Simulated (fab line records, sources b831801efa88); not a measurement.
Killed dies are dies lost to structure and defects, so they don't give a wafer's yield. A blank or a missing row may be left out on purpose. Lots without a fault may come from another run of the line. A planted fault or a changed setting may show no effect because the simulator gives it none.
One fault seen from 2 desks | flow gf180mcu | each desk has only its own numbers; what lay behind them comes last

THE METROLOGY DESK
What the gauges read, lot by lot, whatever tool the lot ran on: means of the sampled wafers that have a number. A lot is out of limits, marked OUT, if its mean lies more than 4 standard deviations from the usual mean; the brackets give that distance.
Columns: A = PSD_OVL at GF_PSD_OVL_MEAS_08, usual 0.2 nm; B = CONTACT_CVD_00_THK at GF_CONTACT_THK_MEAS_01, usual 301 nm
lot  | first seen here | A    | B
L499 | day 15 20:16    | 3.1  | 301
L501 | day 16 11:38    | 0.5  | 306
L502 | day 17 01:32    | 2.8  | 302
L511 | day 20 05:17    | -0.1 | 249 (-11) OUT
L512 | day 20 10:41    | 0.7  | 299
L513 | day 20 15:05    | -1.3 | 298
L514 | day 20 22:31    | -3.5 | 300
L515 | day 21 09:29    | -0.3 | 302
L516 | day 21 20:04    | -2.0 | 300
L517 | day 22 04:17    | -0.0 | 300
L518 | day 22 06:23    | 1.6  | 305
L522 | day 23 06:35    | 1.4  | 296
This desk's finding: out of limits on L511; first on L511, day 21 08:44 (CONTACT_CVD_00_THK at GF_CONTACT_THK_MEAS_01). In limits: L499, L501, L502, L512, L513, L514, L515, L516, L517, L518, L522.

THE TOOL OWNER'S DESK: hdpcvd-01
The tool's own readings at GF_CONTACT_CVD_00 (deposits SiO2, target thk 300 nm, time 50 s): means of the sampled wafers that have a number, for each lot that ran on this tool. A lot is out of limits, marked OUT, if its mean lies more than 4 standard deviations from the usual mean; the brackets give that distance.
Columns: A = pressure_mtorr at GF_CONTACT_CVD_00, usual 6.002 mTorr; B = sih4_flow_sccm at GF_CONTACT_CVD_00, usual 59.98 sccm
lot  | first seen here | A     | B
L502 | day 18 03:08    | 6.016 | 59.89
L511 | day 21 08:40    | 6.003 | 50.09 (-52) OUT
L513 | day 21 20:52    | 6.006 | 59.94
L522 | day 24 08:04    | 6.016 | 60.17
This desk's finding: out of limits on L511; first on L511, day 21 08:40 (sih4_flow_sccm at GF_CONTACT_CVD_00). In limits: L502, L513, L522.

PUT TOGETHER
The tool owner's desk could have raised an alarm at day 21 08:40, on L511.
The metrology desk could have raised an alarm at day 21 08:44, on L511.
Of the lots named, all ran GF_CONTACT_CVD_00 on hdpcvd-01.

WHAT THE SIMULATOR HAD PUT IN
Process parameter drift: hdpcvd-01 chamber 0, from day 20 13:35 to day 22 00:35, at GF_CONTACT_CVD_00. Setting sih4_flow_sccm, moved by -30, from 60. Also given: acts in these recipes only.
Lots struck among those shown: L511.
Hours from the fault's start to each desk's first reading out of limits: the tool owner's desk, 19; the metrology desk, 19.
